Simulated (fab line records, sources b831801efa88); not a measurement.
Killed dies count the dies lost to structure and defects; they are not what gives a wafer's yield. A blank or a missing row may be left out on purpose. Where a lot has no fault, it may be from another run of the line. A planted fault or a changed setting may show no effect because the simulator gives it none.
Lot-split experiment + flow sky130 + route with 708 steps; 5 lots, 23 wafers read

THE SPLIT
At SKY_SONOS_ONO_OXIDATION_00 (stabilise 600 s, purge 300 s, target thk 2.6 nm), the setting oxTimeS was moved away from the recipe's 1249 s on 10 of the 23 wafers read, by -5.8% to +8.7%. For the rest of the wafers, this setting stayed at what the recipe calls for.

The reading is taken at the split's own step.

THE READING
SiO2_of_SONOS_ONO_OXIDATION_00.thkNm (the simulator's own value, which no gauge read), in nm, at SKY_SONOS_ONO_OXIDATION_00 (stabilise 600 s, purge 300 s, target thk 2.6 nm). The file does not state a usual value for it. Across the 13 wafers here that went through the recipe, the average is 2.626 nm and the standard deviation 0.026 nm.

| wafer  | tool, chamber at the split | oxTimeS as run, s | against the recipe | SiO2_of_SONOS_ONO_OXIDATION_00.thkNm, nm | against lot-mates on the recipe |
|--------|----------------------------|-------------------|--------------------|------------------------------------------|---------------------------------|
| L074.1 | -, -                       | 1249              | recipe             | 2.639                                    | -                               |
| L074.2 | -, -                       | 1249              | recipe             | 2.65                                     | -                               |
| L074.3 | -, -                       | 1249              | recipe             | 2.643                                    | -                               |
| L074.4 | -, -                       | 1249              | recipe             | 2.651                                    | -                               |
| L074.5 | -, -                       | 1249              | recipe             | 2.667                                    | -                               |
| L076.1 | -, -                       | 1177              | -5.8%              | 2.522                                    | no lot-mate on the recipe       |
| L076.2 | -, -                       | 1177              | -5.8%              | 2.541                                    | no lot-mate on the recipe       |
| L076.3 | -, -                       | 1177              | -5.8%              | 2.502                                    | no lot-mate on the recipe       |
| L076.5 | -, -                       | 1177              | -5.8%              | 2.529                                    | no lot-mate on the recipe       |
| L076.6 | -, -                       | 1177              | -5.8%              | 2.483                                    | no lot-mate on the recipe       |
| L081.1 | -, -                       | 1358              | +8.7%              | 2.71                                     | no lot-mate on the recipe       |
| L081.2 | -, -                       | 1358              | +8.7%              | 2.752                                    | no lot-mate on the recipe       |
| L081.3 | -, -                       | 1358              | +8.7%              | 2.722                                    | no lot-mate on the recipe       |
| L081.5 | -, -                       | 1358              | +8.7%              | 2.76                                     | no lot-mate on the recipe       |
| L081.6 | -, -                       | 1358              | +8.7%              | 2.79                                     | no lot-mate on the recipe       |
| L083.2 | -, -                       | 1249              | recipe             | 2.616                                    | -                               |
| L083.3 | -, -                       | 1249              | recipe             | 2.615                                    | -                               |
| L083.4 | -, -                       | 1249              | recipe             | 2.582                                    | -                               |
| L083.5 | -, -                       | 1249              | recipe             | 2.639                                    | -                               |
| L083.6 | -, -                       | 1249              | recipe             | 2.638                                    | -                               |
| L084.1 | furnace-02, 0              | 1249              | recipe             | 2.62                                     | -                               |
| L084.2 | furnace-02, 0              | 1249              | recipe             | 2.602                                    | -                               |
| L084.5 | furnace-02, 0              | 1249              | recipe             | 2.579                                    | -                               |

FIT RESULTS
A straight line over all 23 wafers: SiO2_of_SONOS_ONO_OXIDATION_00.thkNm changes by +0.0157 nm for each +1% of oxTimeS; r = +0.94; the points scatter about the line by 0.028 nm.
Too few moved wafers have a lot-mate on the recipe to fit a line with each lot's own level taken away.

FILE'S OWN FIT
SiO2_of_SONOS_ONO_OXIDATION_00.thkNm changes by +0.0157 nm for each +1% of oxTimeS, r = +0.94.
